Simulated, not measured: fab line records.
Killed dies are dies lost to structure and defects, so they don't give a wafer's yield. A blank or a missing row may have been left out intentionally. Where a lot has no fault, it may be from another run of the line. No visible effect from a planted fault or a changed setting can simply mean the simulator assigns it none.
A lot that was struck, set against a sound lot :: flow gf180mcu :: 14 steps out of a route of 602
Sound: wafers L713.3, L713.4, L713.6. Wafers L706.1, L706.3, L706.6 were the ones struck. The cause is named last.
For every step that has rows: the tool of each side, followed by ch and its chambers, followed by its first start. Under that, the readings that differ: sound wafers :: struck wafers :: difference of the means :: sigmas: that difference in standard deviations of wafers without a fault.
alike: words and numbers the same on both sides, and readings whose means are apart by under 2 such deviations; not compared: readings that were withheld, readings missing a value for some wafer, numbers with overlapping values and no deviation given by the record, and bounds like >300 which may hide the same value.
The two part at a step that has a row with sigmas, a row that says differs or no value, or rows on one side only. Numbers that don't overlap but have no deviation are shown without sigmas and don't part them. Lack of a reading on every wafer of one side parts them only where that side has two or more wafers.

first, 3 steps without rows for these wafers: GF_STI_EXPOSE_09 (exposes mask COMP, target cd 220 nm); GF_STI_PEB_10 (peb time 90 s); GF_STI_DEVELOP_11 (develop time 60 s).
GF_STI_CD_MEAS_12 targets a cd of 220 nm.
  sound: cdSem-02 at day 6 02:52; struck: cdSem-01 at day 4 15:13
  alike: cdNm
GF_STI_ETCH_13: etches the open film in CHF3/O2, stops on Si, target depth 282.31 nm, time 112.9 s.
  sound on rieDiel-04 ch 1,3, day 6 02:56; struck on rieDiel-01 ch 0,1,3, day 4 15:20
  alike: drypumpMotorCurrentA, oesProductAu, throttleValvePct
  not compared: rfHoursCounterH
GF_STI_ETCH_14: etches Si in HBr/Cl2/O2, target depth 360 nm, time 102.9 s.
  sound on rieSi-02 ch 0,3, day 6 03:03; struck on rieSi-02 ch 0,2,3, day 4 15:25
  alike: drypumpMotorCurrentA, oesProductAu, throttleValvePct
  not compared: rfHoursCounterH
GF_STI_STRIP_15: strips in O2/N2.
  sound on plasmaAsher-02 ch 0,1, day 6 03:10; struck on plasmaAsher-04 ch 0,1, day 4 15:29
  alike: drypumpMotorCurrentA, heaterPowerW, n2FlowSccm, oesProductAu, stripTimeToEndpointS
  not compared: rfHoursCounterH
then, 5 steps without rows for these wafers: GF_STI_CLEAN_16 (cleans in dHF, time 25 s); GF_STI_WET_ETCH_17 (etches Si3N4 in H3PO4, target depth 45 nm, time 514 s); GF_STI_CLEAN_18 (cleans in SC1/SC2, time 150 s); GF_STI_CLEAN_19 (cleans in dHF, time 20 s); GF_STI_WET_ETCH_20 (etches SiO2 in dHF, target depth 20 nm, time 400 s).
GF_STI_OXIDATION_21: stabilise 600 s, purge 300 s, target thk 15 nm.
  sound on furnace-02 ch 0, day 6 03:35; struck on furnace-01, day 4 15:58
  no value came back on the struck wafers for oxTempC (C), oxTempCMax, spikeTcTopC (C), spikeTcUpperC (C); on the sound wafers oxTempC (C) reads 999.6 1000.5 1000.4
then, 1 step without rows for these wafers: GF_STI_CVD_23 (deposits SiO2, target thk 650 nm, time 108.3 s).

WHERE THEY PART
Only at GF_STI_OXIDATION_21, within this record.

WHY: the cause the simulator had injected
At GF_STI_OXIDATION_21, the step was skipped entirely on furnace-01 from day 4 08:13 on. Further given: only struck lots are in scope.
